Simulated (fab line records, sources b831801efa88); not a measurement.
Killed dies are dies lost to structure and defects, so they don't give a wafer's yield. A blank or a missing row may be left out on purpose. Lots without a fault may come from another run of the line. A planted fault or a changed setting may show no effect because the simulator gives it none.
A struck lot beside a sound one | flow sky130 | 14 steps out of a route of 708
Sound: wafers L517.1, L517.5, L517.6. Struck: wafers L535.2, L535.4. The cause comes at the end.
At each step with rows: each side's tool, then ch and its chambers, then its first start. Under that, the readings that differ: sound wafers | struck wafers | difference of the means | sigmas: that difference in standard deviations of wafers without a fault.
alike: readings whose means differ by less than 2 such deviations, and words and numbers that are the same on both sides. not compared: withheld readings, readings that some wafer has no value for, bounds like >300 that may hide the same value, and numbers for which the record gives no deviation and whose values overlap.
The two part at a step that has a row with sigmas, a row that says differs or no value, or rows on one side only. Numbers that don't overlap but have no deviation are shown without sigmas and don't part them. A reading that every wafer of one side lacks parts them only if that side has two wafers or more.

SKY_CONTACT_STRIP_19: strips in O2/N2.
  sound on plasma_asher-02 ch 0,1, day 32 13:29; struck on plasma_asher-04 ch 0, day 38 04:29
  reading                     | sound       | struck  | difference | sigmas
  drypump_motor_current_A (A) | 5.5 5.4 5.2 | 6.4 6.4 | +1.0       | +2
  alike: n2_flow_sccm, oes_product_au, strip_time_to_endpoint_s
  not compared: rf_hours_counter_h
then, 5 steps without rows for these wafers: SKY_CONTACT_STRIP_20 (strips in post etch residue remover, time 1200 s); SKY_CONTACT_CLEAN_21 (cleans in IPA, time 180 s); SKY_CONTACT_CLEAN_22 (cleans in O3/DIW); SKY_CONTACT_SPUTTER_23 (material TiN, target thk 20 nm, time 80 s); SKY_CONTACT_CVD_24 (deposits W, target thk 340 nm, time 102.12 s).
SKY_CONTACT_RS_MEAS_25: measures by four-point-probe.
  sound on film_metro-04, day 32 14:15; struck on film_metro-04, day 38 05:19
  alike: CONTACT_W_RS
SKY_CONTACT_THK_MEAS_26: measures by xrf.
  sound on film_metro-04, day 32 14:22; struck on film_metro-04, day 38 05:25
  alike: CONTACT_W_THK
SKY_CONTACT_CMP_27: polishes, stops on SiO2, t overpolish 15 s, target thk 0 nm.
  sound on cmp-01 ch 2,3, day 32 14:26; struck on cmp-01 ch 1,3, day 38 05:39
  alike: motor_current_A, overpolish_run_s, retaining_ring_pressure_frac, time_to_endpoint_s
SKY_METAL1_SPUTTER_00: material Ti, target thk 15 nm, time 10 s.
  sound on pvd_sputter-02, day 32 14:44; struck on pvd_sputter-02, day 38 05:57
  alike: throttle_valve_pct
SKY_METAL1_SPUTTER_01: material TiN, target thk 20 nm, time 16.7 s.
  sound on pvd_sputter-02, day 32 14:45; struck on pvd_sputter-02, day 38 05:58
  alike: throttle_valve_pct
then, 1 step without rows for these wafers: SKY_METAL1_SPUTTER_02 (material AlCu, target thk 250 nm, time 13.3 s).
SKY_METAL1_SPUTTER_03: material Ti, target thk 5 nm, time 3.3 s.
  sound on pvd_sputter-02, day 32 14:48; struck on pvd_sputter-02, day 38 06:01
  reading                                   | sound             | struck      | difference | sigmas
  model.Ti_of_METAL1_SPUTTER_03.thk_nm (nm) | 5.196 5.113 5.374 | 5.578 5.564 | +0.343     |
  alike: throttle_valve_pct
SKY_METAL1_SPUTTER_04: material TiN, target thk 70 nm, time 58.3 s.
  sound on pvd_sputter-02, day 32 14:49; struck on pvd_sputter-02, day 38 06:02
  alike: throttle_valve_pct

WHERE THEY PART
Only at SKY_CONTACT_STRIP_19, within this record. Later steps at which nothing parts them and some readings are alike: SKY_CONTACT_RS_MEAS_25, SKY_CONTACT_THK_MEAS_26, SKY_CONTACT_CMP_27, SKY_METAL1_SPUTTER_00, SKY_METAL1_SPUTTER_01, SKY_METAL1_SPUTTER_03, SKY_METAL1_SPUTTER_04.

WHY: what the simulator had put in
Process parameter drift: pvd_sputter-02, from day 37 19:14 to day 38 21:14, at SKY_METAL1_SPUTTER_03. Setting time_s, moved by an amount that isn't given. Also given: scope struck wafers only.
